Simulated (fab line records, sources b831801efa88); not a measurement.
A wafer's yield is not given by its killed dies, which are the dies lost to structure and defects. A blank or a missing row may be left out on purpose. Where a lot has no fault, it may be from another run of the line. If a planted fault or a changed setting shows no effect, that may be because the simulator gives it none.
fab line records -- flow gf180mcu
[record] lots = 6, wafers = 18, last-day = 34
route steps=602 shown TOP_METAL@577 PASSIVATION@587
lots untouched by any fault: they come from a run of this same line in which no faults occurred
start-h: hours from the record's first day to the start of the lot's first wafer shown -- wait-h: hours since the lot's step before -- " repeats the value in the row above -- L1.1+2: a single row standing in for several wafers -- - no value, or no start given -- * or withheld: withheld -- < > ~ a bound
route shown NAME@n: a module of which the file shows steps, and the number in the route of the first -- usual: mean and standard deviation over wafers with no fault -- same: alike in all rows -- chamber/n: place in a boat -- sites: readings site by site -- _std_site: their standard deviation -- _edge_site: the outer-site mean with the inner-site mean subtracted -- radius-mm: for every site, how far away it sits from the centre of the wafer -- mask NAME#n: copy n -- behind: tool/chamber where the wafer was last shaped -- hold: what put the lot on hold/how long, in hours/how the hold closed -- device: the n, p or np transistor that did not switch -- end of line: the same wafers' tests at the end of the route -- a step given without rows: its recipe and nothing more -- killed: dies that structure and defects cost at the first sort, which is not the same as the wafer's yield -- map: shows each die of a wafer: x if killed, . if not, _ if none is there
set.NAME: the setting the step ran with; set.NAME@STEP: the setting that earlier step ran with -- model.NAME: the simulator's own value behind a step, which no gauge read
lots at some steps of the route; a table a step, a row a wafer
services: the hour from which a tool's chamber was out of use, counted from the record's first day as start-h (under 0 if before that day), plus the number of hours and why
[[steps]]
[step GF_TOP_METAL_SOFTBAKE_10]
[recipe] temp-c = 90, time-s = 60, resist = NOVOLAK
[step GF_TOP_METAL_EXPOSE_11]
[recipe] mask-id = MetalTop, target-cd-nm = 440, na = 0.6, source-shape = conventional, sigma-outer = 0.6, dose-mj = 170
[step GF_TOP_METAL_PEB_12]
[recipe] temp-c = withheld, time-s = *, resist = NOVOLAK
[step GF_TOP_METAL_DEVELOP_13]
[recipe] develop-time-s = 60, dev-temp-c = 23
[step GF_TOP_METAL_CD_MEAS_14]
[recipe] target-cd-nm = 440
[usual] cd-nm = 440.4/2.3
lot.wafer,tool,chamber,start-h,wait-h,cd-nm
L761.1,cd-sem-01,-,678.42,0.1,440.8
L761.2,cd-sem-01,-,678.42,0.1,441.2
L761.4,cd-sem-01,-,678.42,0.1,439.6
L765.3,cd-sem-01,-,712.61,0.1,441.8
L765.5,cd-sem-01,-,712.61,0.1,440.9
L765.6,cd-sem-01,-,712.61,0.1,441.7
L777.1,cd-sem-02,-,780.61,0.1,436.9
L777.2,cd-sem-02,-,780.61,0.1,438.3
L777.4,cd-sem-02,-,780.61,0.1,437.7
L778.3,cd-sem-02,-,785.90,0.1,439.9
L778.4,cd-sem-02,-,785.90,0.1,444.2
L778.6,cd-sem-02,-,785.90,0.1,442.5
L780.3,cd-sem-01,-,805.21,0.1,442.1
L780.4,cd-sem-01,-,805.21,0.1,440.6
L780.6,cd-sem-01,-,805.21,0.1,439.6
L781.3,cd-sem-01,-,805.88,0.2,438.0
L781.5,cd-sem-01,-,805.88,0.2,437.2
L781.6,cd-sem-01,-,805.88,0.2,437.4
[step GF_TOP_METAL_OVL_MEAS_15]
[usual] TOP_METAL_OVL = 0.7/1.2
lot.wafer,tool,chamber,start-h,wait-h,TOP_METAL_OVL[nm]
L761.1,overlay-01,-,678.54,0.1,1.4
L761.2,overlay-01,-,678.54,0.1,1.1
L761.4,overlay-01,-,678.54,0.1,1.3
L765.3,overlay-01,-,712.70,0.1,0.8
L765.5,overlay-01,-,712.70,0.1,-0.1
L765.6,overlay-01,-,712.70,0.1,1.5
L777.1,overlay-01,-,780.73,0.1,-0.7
L777.2,overlay-01,-,780.73,0.1,-0.6
L777.4,overlay-01,-,780.73,0.1,-1.1
L778.3,overlay-01,-,785.99,0.1,0.8
L778.4,overlay-01,-,785.99,0.1,1.2
L778.6,overlay-01,-,785.99,0.1,0.6
L780.3,overlay-01,-,805.30,0.1,-0.3
L780.4,overlay-01,-,805.30,0.1,-0.7
L780.6,overlay-01,-,805.30,0.1,0.3
L781.3,overlay-02,-,805.97,0.1,0.7
L781.5,overlay-02,-,805.97,0.1,-0.5
L781.6,overlay-02,-,805.97,0.1,-0.2
[step GF_TOP_METAL_METAL_ETCH_16]
[recipe] chemistry = Cl2/BCl3, mask-material = NOVOLAK, target-depth-nm = 1077.5, stop-on = SiO2, pressure-mtorr = 8, icp-w = 800, bias-w = 140, Cl2_flow_sccm = 80, bcl3-flow-sccm = 40, time-s = 179.6
[usual] drypump-motor-current-A = 5.9/0.39, oes-product-au = 0.967/0.0067, throttle-valve-pct = 28.256/0.01
lot.wafer,tool,chamber,start-h,wait-h,drypump-motor-current-A,oes-product-au,rf-hours-counter-h,throttle-valve-pct
L761.1,rie-metal-03,0,678.57,0.0,5.0,0.972,13,28.257
L761.2,rie-metal-03,1,678.57,0.0,5.5,0.967,2,28.247
L761.4,rie-metal-03,1,678.57,0.0,5.5,0.964,-,28.250
L765.3,rie-metal-02,0,712.78,0.1,6.0,0.979,-,28.237
L765.5,rie-metal-02,0,712.78,0.1,6.0,0.968,-,28.269
L765.6,rie-metal-02,1,712.78,0.1,6.4,0.975,-,28.260
L777.1,rie-metal-04,0,780.77,0.0,6.2,0.960,6,28.246
L777.2,rie-metal-04,1,780.77,0.0,5.8,0.957,10,28.244
L777.4,rie-metal-04,1,780.77,0.0,5.8,0.961,-,28.277
L778.3,rie-metal-02,1,786.07,0.1,6.4,0.958,-,28.257
L778.4,rie-metal-02,0,786.07,0.1,6.0,0.959,-,28.275
L778.6,rie-metal-02,1,786.07,0.1,6.4,0.971,-,28.264
L780.3,rie-metal-04,0,805.38,0.1,6.2,0.953,-,28.284
L780.4,rie-metal-04,1,805.38,0.1,5.8,0.949,-,28.275
L780.6,rie-metal-04,0,805.38,0.1,6.2,0.952,-,28.286
L781.3,rie-metal-04,0,806.05,0.1,6.2,0.970,-,28.251
L781.5,rie-metal-04,1,806.05,0.1,5.8,0.971,-,28.243
L781.6,rie-metal-04,0,806.05,0.1,6.2,0.969,-,28.222
[step GF_TOP_METAL_STRIP_17]
[recipe] chemistry = O2/N2, power-w = 1400, pressure-mtorr = 1500, platen-temp-c = 250, o2-flow-sccm = 3000, n2-flow-sccm = 300, overash-fraction = 0.5
[usual] drypump-motor-current-A = 5.6/0.61, heater-power-w = 326/39, oes-product-au = 0.711/0.0043, strip-time-to-endpoint-s = 13.50/0.075
lot.wafer,tool,chamber,start-h,wait-h,drypump-motor-current-A,heater-power-w,oes-product-au,rf-hours-counter-h,strip-time-to-endpoint-s
L761.1,plasma-asher-04,0,678.75,0.1,5.9,289,0.714,91,13.48
L761.2,plasma-asher-04,1,678.75,0.1,6.0,375,0.715,91,13.45
L761.4,plasma-asher-04,0,678.75,0.1,5.9,284,0.708,-,13.50
L765.3,plasma-asher-04,0,712.93,0.1,5.9,285,0.713,-,13.51
L765.5,plasma-asher-04,0,712.93,0.1,5.9,291,0.716,-,13.48
L765.6,plasma-asher-04,1,712.93,0.1,6.0,375,0.709,-,13.52
L777.1,plasma-asher-04,0,780.94,0.1,5.9,283,0.710,102,13.47
L777.2,plasma-asher-04,1,780.94,0.1,6.0,369,0.714,102,13.49
L777.4,plasma-asher-04,0,780.94,0.1,5.9,280,0.714,-,13.42
L778.3,plasma-asher-04,0,786.22,0.1,5.9,293,0.717,-,13.45
L778.4,plasma-asher-04,1,786.22,0.1,6.0,371,0.710,-,13.51
L778.6,plasma-asher-04,1,786.22,0.1,6.0,378,0.712,-,13.54
L780.3,plasma-asher-04,1,805.53,0.1,6.0,381,0.710,-,13.58
L780.4,plasma-asher-04,0,805.53,0.1,5.9,283,0.717,-,13.55
L780.6,plasma-asher-04,0,805.53,0.1,5.9,288,0.717,-,13.63
L781.3,plasma-asher-02,0,806.20,0.1,6.4,359,0.718,-,13.41
L781.5,plasma-asher-02,0,806.20,0.1,6.4,355,0.715,-,13.45
L781.6,plasma-asher-02,1,806.20,0.1,4.7,267,0.715,-,13.48
[step GF_TOP_METAL_STRIP_18]
[recipe] chemistry = post-etch-residue-remover, time-s = 1200, temp-c = 72.5
[step GF_TOP_METAL_CLEAN_19]
[recipe] chemistry = DIW, dry = n2-spin
[step GF_PASSIVATION_CVD_00]
[recipe] material = SiO2, target-thk-nm = 1000, precursor = TEOS, temp-c = 400, time-s = 111.95, rf-w = 600
[usual] heater-power-outer-w = 368/51, heater-power-w = 639/76
lot.wafer,tool,chamber,start-h,wait-h,heater-power-outer-w,heater-power-w
L761.1,pecvd-02,2,679.28,0.0,346,573
L761.2,pecvd-02,1,679.28,0.0,436,775
L761.4,pecvd-02,2,679.28,0.0,363,610
L765.3,pecvd-02,0,713.43,0.0,349,531
L765.5,pecvd-02,2,713.43,0.0,340,569
L765.6,pecvd-02,1,713.43,0.0,398,722
L777.1,pecvd-04,1,781.53,0.0,390,660
L777.2,pecvd-04,0,781.53,0.0,324,598
L777.4,pecvd-04,1,781.53,0.0,420,713
L778.3,pecvd-02,2,786.76,0.0,336,556
L778.4,pecvd-02,2,786.76,0.0,357,580
L778.6,pecvd-02,0,786.76,0.0,396,612
L780.3,pecvd-03,2,806.04,0.0,372,677
L780.4,pecvd-03,0,806.04,0.0,468,774
L780.6,pecvd-03,1,806.04,0.0,422,697
L781.3,pecvd-04,1,806.70,0.0,428,728
L781.5,pecvd-04,1,806.70,0.0,321,585
L781.6,pecvd-04,2,806.70,0.0,424,750
[step GF_PASSIVATION_THK_MEAS_01]
[recipe] reads = SiO2_of_PASSIVATION_CVD_00
[usual] PASSIVATION_CVD_00_THK = 1002/13
lot.wafer,tool,chamber,start-h,wait-h,PASSIVATION_CVD_00_THK[nm]
L761.1,film-metro-04,-,679.36,0.0,976
L761.2,film-metro-04,-,679.36,0.0,982
L761.4,film-metro-04,-,679.36,0.0,999
L765.3,film-metro-03,-,713.53,0.1,991
L765.5,film-metro-03,-,713.53,0.1,1019
L765.6,film-metro-03,-,713.53,0.1,1025
L777.1,film-metro-03,-,781.65,0.1,991
L777.2,film-metro-03,-,781.65,0.1,990
L777.4,film-metro-03,-,781.65,0.1,1007
L778.3,film-metro-03,-,786.86,0.1,992
L778.4,film-metro-03,-,786.86,0.1,996
L778.6,film-metro-03,-,786.86,0.1,1008
L780.3,film-metro-03,-,806.14,0.1,1001
L780.4,film-metro-03,-,806.14,0.1,1012
L780.6,film-metro-03,-,806.14,0.1,1018
L781.3,film-metro-01,-,806.80,0.1,1002
L781.5,film-metro-01,-,806.80,0.1,1015
L781.6,film-metro-01,-,806.80,0.1,1005
[step GF_PASSIVATION_CVD_02]
[recipe] material = Si3N4, target-thk-nm = 700, time-s = 486.18, temp-c = 400, rf-w = 450
[usual] heater-power-outer-w = 412/50, heater-power-w = 699/77
lot.wafer,tool,chamber,start-h,wait-h,heater-power-outer-w,heater-power-w
L761.1,pecvd-03,1,679.42,0.1,466,739
L761.2,pecvd-03,2,679.42,0.1,405,735
L761.4,pecvd-03,1,679.42,0.1,491,752
L765.3,pecvd-04,1,713.57,0.0,376,641
L765.5,pecvd-04,2,713.57,0.0,498,833
L765.6,pecvd-04,0,713.57,0.0,386,674
L777.1,pecvd-04,0,781.71,0.1,-,-
L777.2,pecvd-04,1,781.71,0.1,-,-
L777.4,pecvd-04,0,781.71,0.1,-,-
L778.3,pecvd-04,1,787.04,0.2,-,-
L778.4,pecvd-04,0,787.04,0.2,-,-
L778.6,pecvd-04,0,787.04,0.2,-,-
L780.3,pecvd-04,0,806.18,0.0,331,615
L780.4,pecvd-04,0,806.18,0.0,368,660
L780.6,pecvd-04,2,806.18,0.0,509,861
L781.3,pecvd-02,0,806.84,0.0,460,669
L781.5,pecvd-02,0,806.84,0.0,356,563
L781.6,pecvd-02,1,806.84,0.0,434,786
[step GF_PASSIVATION_DEHYDRATE_04]
[recipe] temp-c = 200, time-s = 60
[step GF_PASSIVATION_HMDS_05]
[recipe] prime-time-s = 60, prime-temp-c = 120
[step GF_PASSIVATION_COAT_06]
[recipe] spin-rpm = 2000, resist-thk-nm = 4000
[step GF_PASSIVATION_SOFTBAKE_07]
[recipe] temp-c = 110, time-s = withheld
[step GF_PASSIVATION_EXPOSE_08]
[recipe] mask-id = Pad, target-cd-nm = 40000, na = 0.57, dose-mj = 310
[step GF_PASSIVATION_PEB_09]
[recipe] temp-c = 115, time-s = withheld
[step GF_PASSIVATION_DEVELOP_10]
[recipe] develop-time-s = 60, dev-temp-c = 23
[step GF_PASSIVATION_ETCH_11]
[recipe] chemistry = CF4/O2, target-depth-nm = 1800, stop-on = TiN, source-w = 800, bias-w = 150, pressure-mtorr = 150, cf4-flow-sccm = 80, O2_flow_sccm = 10, time-s = 400
[usual] drypump-motor-current-A = 5.8/0.41, oes-product-au = 0.964/0.0072, throttle-valve-pct = 5.960/0.0098
lot.wafer,tool,chamber,start-h,wait-h,drypump-motor-current-A,oes-product-au,rf-hours-counter-h,throttle-valve-pct,model.PASSIVATION.feature-depth-nm,model.etch.depth-nm
L761.1,rie-diel-04,1,698.78,-,5.5,0.948,3,5.959,1670,1670
L761.2,rie-diel-04,0,698.78,-,6.0,0.953,16,5.935,1676,1676
L761.4,rie-diel-04,3,698.78,-,6.0,0.961,-,5.960,1707,1707
L765.3,rie-diel-04,3,731.98,-,6.1,0.960,5,5.971,1696,1696
L765.5,rie-diel-04,3,731.98,-,6.0,0.972,-,5.980,1731,1731
L765.6,rie-diel-04,2,731.98,-,5.9,0.970,-,5.975,1729,1729
L777.1,rie-diel-01,0,797.53,-,5.5,0.990,8,5.969,1800,1800
L777.2,rie-diel-01,3,797.53,-,5.9,0.992,19,5.953,1781,1781
L777.4,rie-diel-01,2,797.53,-,6.6,0.986,22,5.966,1795,1795
L778.3,rie-diel-01,1,802.08,-,4.8,0.989,16,5.951,1796,1796
L778.4,rie-diel-01,0,802.08,-,5.5,0.990,8,5.973,1793,1793
L778.6,rie-diel-01,3,802.08,-,5.9,0.997,-,5.978,1800,1800
L780.3,rie-diel-04,2,820.22,-,5.9,0.972,6,5.949,1700,1700
L780.4,rie-diel-04,0,820.22,-,6.0,0.958,22,5.954,1724,1724
L780.6,rie-diel-04,1,820.22,-,5.6,0.979,-,5.965,1742,1742
L781.3,rie-diel-04,2,821.57,-,5.9,0.966,6,5.963,1711,1711
L781.5,rie-diel-04,2,821.57,-,5.9,0.978,-,5.968,1734,1734
L781.6,rie-diel-04,3,821.57,-,6.0,0.973,-,5.953,1717,1717
[step GF_PASSIVATION_STRIP_12]
[recipe] chemistry = O2/N2, power-w = 1400, pressure-mtorr = 1500, platen-temp-c = 250, o2-flow-sccm = 3000, n2-flow-sccm = 300, overash-fraction = 0.5
[usual] drypump-motor-current-A = 5.6/0.4, heater-power-w = 329/31, oes-product-au = 0.719/0.0051, strip-time-to-endpoint-s = 34.70/0.26
lot.wafer,tool,chamber,start-h,wait-h,drypump-motor-current-A,heater-power-w,oes-product-au,rf-hours-counter-h,strip-time-to-endpoint-s
L761.1,plasma-asher-04,0,699.02,0.1,5.9,286,0.724,93,34.60
L761.2,plasma-asher-04,1,699.02,0.1,6.0,382,0.723,93,34.30
L761.4,plasma-asher-04,0,699.02,0.1,5.9,296,0.718,-,34.59
L765.3,plasma-asher-03,0,732.25,0.2,4.8,330,0.723,-,34.22
L765.5,plasma-asher-03,0,732.25,0.2,4.8,325,0.715,-,34.31
L765.6,plasma-asher-03,1,732.25,0.2,5.8,331,0.720,-,34.43
L777.1,plasma-asher-03,0,797.77,0.1,4.8,344,0.714,6,34.97
L777.2,plasma-asher-03,1,797.77,0.1,5.8,334,0.729,6,34.94
L777.4,plasma-asher-03,0,797.77,0.1,4.8,348,0.711,-,34.67
L778.3,plasma-asher-03,0,802.35,0.2,4.8,342,0.716,-,34.67
L778.4,plasma-asher-03,1,802.35,0.2,5.8,332,0.721,-,34.79
L778.6,plasma-asher-03,1,802.35,0.2,5.8,326,0.716,-,34.65
L780.3,plasma-asher-03,0,820.49,0.2,4.8,350,0.718,-,34.47
L780.4,plasma-asher-03,1,820.49,0.2,5.8,324,0.708,-,34.54
L780.6,plasma-asher-03,0,820.49,0.2,4.8,347,0.725,-,34.72
L781.3,plasma-asher-04,0,821.84,0.2,5.9,290,0.720,-,34.70
L781.5,plasma-asher-04,0,821.84,0.2,5.9,290,0.726,-,34.53
L781.6,plasma-asher-04,1,821.84,0.2,6.1,380,0.733,-,34.55
[step GF_PASSIVATION_ANNEAL_13]
[recipe] temp-c = 400, time-s = 1800, ambient = N2/H2, idle-temp-c = 300, ramp-up-c-per-min = 10, ramp-down-c-per-min = 3
[step GF_PASSIVATION_BOW_MEAS_14]
[recipe] mode = bow
[usual] PASSIVATION_BOW = 133/10
lot.wafer,tool,chamber,start-h,wait-h,PASSIVATION_BOW[um]
L761.1,film-metro-04,-,700.62,0.0,136
L761.2,film-metro-04,-,700.62,0.0,138
L761.4,film-metro-04,-,700.62,0.0,142
L765.3,film-metro-03,-,733.86,0.0,124
L765.5,film-metro-03,-,733.86,0.0,143
L765.6,film-metro-03,-,733.86,0.0,136
L777.1,film-metro-04,-,799.37,0.0,112
L777.2,film-metro-04,-,799.37,0.0,113
L777.4,film-metro-04,-,799.37,0.0,108
L778.3,film-metro-01,-,803.96,0.0,98
L778.4,film-metro-01,-,803.96,0.0,97
L778.6,film-metro-01,-,803.96,0.0,113
L780.3,film-metro-03,-,822.09,0.0,115
L780.4,film-metro-03,-,822.09,0.0,131
L780.6,film-metro-03,-,822.09,0.0,118
L781.3,film-metro-01,-,823.59,0.0,110
L781.5,film-metro-01,-,823.59,0.0,129
L781.6,film-metro-01,-,823.59,0.0,130
[[services]]
tool,chamber,start-h,hours,kind
rie-diel-04,2,695.71,7.7,repair
rie-metal-04,0,715.72,1.1,repair
rie-metal-03,0,730.10,-,clean
rie-metal-03,0,730.10,18.5,scheduled-down
rie-metal-03,0,730.10,18.5,vent-cycle
plasma-asher-03,-,733.75,9.0,pm
plasma-asher-03,0,733.75,9.0,vent-cycle
plasma-asher-03,1,733.75,9.0,vent-cycle
rie-diel-04,2,736.90,9.3,repair
plasma-asher-04,-,741.39,3.9,repair
pecvd-02,-,742.06,1.2,repair
plasma-asher-03,0,742.75,-,clean
plasma-asher-03,1,742.75,-,clean
pecvd-03,-,745.40,1.3,repair
pecvd-03,-,753.50,14.6,pm
rie-diel-01,0,757.38,2.6,repair
pecvd-03,-,768.10,2.8,pm
rie-metal-03,-,773.42,2.8,pm
pecvd-04,2,776.40,19.7,repair
[[key]]
[first-sign] step = GF_PASSIVATION_CVD_02, reading = tool-record, direction = missing
[effect] step = GF_PASSIVATION_ETCH_11, reading = oes-product-au, direction = up, sigmas = 3.6, usual = 0.964, struck = 0.991
[effect] step = GF_PASSIVATION_BOW_MEAS_14, reading = PASSIVATION_BOW, direction = down, sigmas = 2.6, usual = 133, struck = 107
[model-effect] step = GF_PASSIVATION_ETCH_11, value = PASSIVATION.feature-depth-nm, without = 1697, struck = 1794
met-at GF_PASSIVATION_CVD_02
struck-wafers L777.1,L777.2,L777.4,L778.3,L778.4,L778.6
later-rows-left-out L777.1,L777.2,L777.4,L778.3,L778.4,L778.6
sort-left-out L777.1,L777.2,L777.4,L778.3,L778.4,L778.6
onset-between 713.57 781.71
[fault] kind = skipped-step-whole, tool = pecvd-04, chamber = -, onset-h = 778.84, steps = GF_PASSIVATION_CVD_02, scope = struck-lots-only
// sort-left-out: the simulated sort isn't trusted on such a fault, so these wafers' sort isn't shown, and their yield isn't known
// later-rows-left-out: the simulator's readings of these wafers behind a module that went badly wrong aren't trusted and aren't shown, but for the sort
